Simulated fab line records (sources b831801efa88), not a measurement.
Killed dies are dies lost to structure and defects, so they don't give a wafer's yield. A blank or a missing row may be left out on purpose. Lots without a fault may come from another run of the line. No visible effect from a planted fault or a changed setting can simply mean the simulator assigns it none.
A lot that was struck, set against a sound lot + flow gf180mcu + 14 out of 602 route steps
Sound: the wafers L872.2, L872.3, L872.6. Struck: wafers L876.1, L876.2, L876.3. The cause comes at the end.
Order at every step that has rows: each side's tool, ch and its chambers, its first start. Under that, the readings that differ: sound wafers + struck wafers + difference of the means + sigmas: that difference in standard deviations of wafers without a fault.
alike: a reading whose means differ by less than 2 such deviations, as well as words and numbers matching on both sides. not compared: withheld readings; readings where some wafer has no value; bounds like >300 that might hide an equal value; numbers whose values overlap and for which the record gives no deviation.
A row with sigmas, a row that says differs or no value, or rows on one side alone: a step with any of these is where the two part. Non-overlapping numbers with no deviation appear without sigmas and do not part them. A reading missing from all wafers of one side parts the sides only when that side holds two or more wafers.

first, 4 steps without rows for these wafers: GF_VT_IMPLANT_SOFTBAKE_14 (time 60 s); GF_VT_IMPLANT_EXPOSE_15 (exposes mask Nwell LV AREA, target cd 860 nm); GF_VT_IMPLANT_PEB_16; GF_VT_IMPLANT_DEVELOP_17 (develop time 60 s).
GF_VT_IMPLANT_OVL_MEAS_18:
  sound: overlay-02 at day 9 05:29; struck: overlay-01 at day 10 06:00
| reading                | sound          | struck      | difference | sigmas |
|------------------------|----------------|-------------|------------|--------|
| VT_IMPLANT_01_OVL (nm) | -2.1 -3.1 -2.4 | 1.8 0.4 0.5 | +3.4       | +3     |
next, for these wafers, 1 step has no rows: GF_VT_IMPLANT_IMPLANT_19.
GF_VT_IMPLANT_STRIP_20: strips in O2/N2.
  sound on plasma_asher-02 ch 0,1, day 9 05:40; struck on plasma_asher-04 ch 0,1, day 10 06:11
  alike: drypump_motor_current_A, heater_power_w, oes_product_au, strip_time_to_endpoint_s
  not compared: rf_hours_counter_h
GF_VT_IMPLANT_TW_MEAS_21:
  sound: film_metro-02 at day 9 05:46; struck: film_metro-02 at day 10 06:17
  alike: VT_IMPLANT_2_TW
then, 4 steps without rows for these wafers: GF_VT_IMPLANT_DEHYDRATE_22 (time 60 s); GF_VT_IMPLANT_HMDS_23 (prime time 60 s); GF_VT_IMPLANT_COAT_24 (resist thk 1000 nm); GF_VT_IMPLANT_SOFTBAKE_25 (time 60 s).
GF_VT_IMPLANT_EXPOSE_26: exposes mask LVPWELL HV AREA, target cd 860 nm.
  struck on iline_stepper-01, day 10 14:51; sound on iline_stepper-01 ch 0, day 9 14:45
  no value came back on the struck wafers for exposure_dose_mJ_cm2, focus_offset_nm (nm); on the sound wafers exposure_dose_mJ_cm2 reads 140.01 140.05 140.22
| reading                            | sound                   | struck               | difference | sigmas |
|------------------------------------|-------------------------|----------------------|------------|--------|
| model.VT_IMPLANT.overlay_x_nm (nm) | -0.1311 -0.1311 -0.1311 | 1.187 1.187 1.187    | +1.318     |        |
| model.VT_IMPLANT.overlay_y_nm (nm) | -0.4981 -0.4981 -0.4981 | 0.7622 0.7622 0.7622 | +1.2603    |        |
  alike: mask
next, for these wafers, 1 step has no rows: GF_VT_IMPLANT_PEB_27.

== WHERE THEY PART ==
Last at GF_VT_IMPLANT_EXPOSE_26 as far as this record goes, first at GF_VT_IMPLANT_OVL_MEAS_18.

WHY: whatever the simulator had introduced
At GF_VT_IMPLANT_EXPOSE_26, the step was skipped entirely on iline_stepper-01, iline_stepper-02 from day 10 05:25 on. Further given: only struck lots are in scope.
